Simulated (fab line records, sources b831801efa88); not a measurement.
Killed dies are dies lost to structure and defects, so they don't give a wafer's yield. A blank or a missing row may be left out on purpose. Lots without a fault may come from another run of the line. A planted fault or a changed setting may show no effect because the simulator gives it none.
Chamber matching | flow gf180mcu | GF_POLY_GATE_ETCH_13 on rie_si-02: 4 sister chambers
The step etches poly-Si in HBr/Cl2, stops on SiO2, target depth 198.5 nm, time 69.6 s. 16 wafers are shown with their chamber, then 8 later ones without.

WAFERS WITH THEIR CHAMBER
wafer  | chamber | drypump_motor_current_A (A) | run_length_s (s) | oes_product_au (a.u.)
L652.2 | 3       | 5.5                         | 98.0             | 0.987
L652.3 | 2       | 6.0                         | 97.9             | 0.983
L652.4 | 0       | 4.7                         | 97.2             | 0.969
L654.2 | 0       | 4.7                         | 96.9             | 0.964
L654.5 | 3       | 5.5                         | 97.7             | 0.983
L654.6 | 0       | 4.7                         | 97.6             | 0.966
L655.1 | 3       | 5.5                         | 97.8             | 0.986
L655.4 | 0       | 4.7                         | 97.0             | 0.974
L655.6 | 2       | 6.0                         | 97.9             | 0.986
L665.2 | 0       | 4.7                         | 96.9             | 0.964
L665.3 | 1       | 6.1                         | 97.4             | 0.976
L665.6 | 2       | 6.0                         | 98.0             | 0.987
L667.2 | 1       | 6.1                         | 97.4             | 0.982
L667.3 | 0       | 4.7                         | 97.1             | 0.977
L667.5 | 3       | 5.5                         | 97.8             | 0.999
L673.1 | 2       | 6.1                         | 98.1             | 0.984

SIGNATURES (means of the wafers above)
reading                 | chamber 0 | chamber 1 | chamber 2 | chamber 3 | scatter within a chamber
drypump_motor_current_A | 4.700     | 6.100     | 6.025     | 5.500     | 0.025
run_length_s            | 97.117    | 97.400    | 97.975    | 97.825    | 0.188
oes_product_au          | 0.96900   | 0.97900   | 0.98500   | 0.98875   | 0.0052
Rule: a wafer's distance from a chamber is the root of the sum, over the readings, of the square of ((its reading less the chamber's mean) divided by the reading's scatter). The wafer belongs to the nearest chamber; if the next one is less than 2 further off, it can't be placed. The scatter: the root of (the sum of the squares of (reading less its chamber's mean) over the shown wafers, divided by (wafers less chambers)).

WAFERS WITHOUT THEIR CHAMBER
wafer  | drypump_motor_current_A (A) | run_length_s (s) | oes_product_au (a.u.)
L673.3 | 5.4                         | 97.6             | 0.991
L673.6 | 4.7                         | 96.9             | 0.966
L674.1 | 4.6                         | 97.0             | 0.964
L674.2 | 5.5                         | 97.9             | 0.991
L674.5 | 5.5                         | 97.7             | 0.987
L675.1 | 5.5                         | 97.7             | 0.979
L675.2 | 6.1                         | 98.2             | 0.977
L675.6 | 4.7                         | 96.9             | 0.979

WHICH CHAMBER EACH WENT THROUGH
wafer  | from the rows above     | in truth
L673.3 | 3                       | 3
L673.6 | 0                       | 0
L674.1 | 0                       | 0
L674.2 | 3                       | 3
L674.5 | 3                       | 3
L675.1 | 3                       | 3
L675.2 | can't be placed: 2 or 1 | 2
L675.6 | 0                       | 0
Placed correctly: 7 of 8. Can't be placed from these rows: 1 (the true chamber is among the candidates in 1). Placed wrongly: 0.
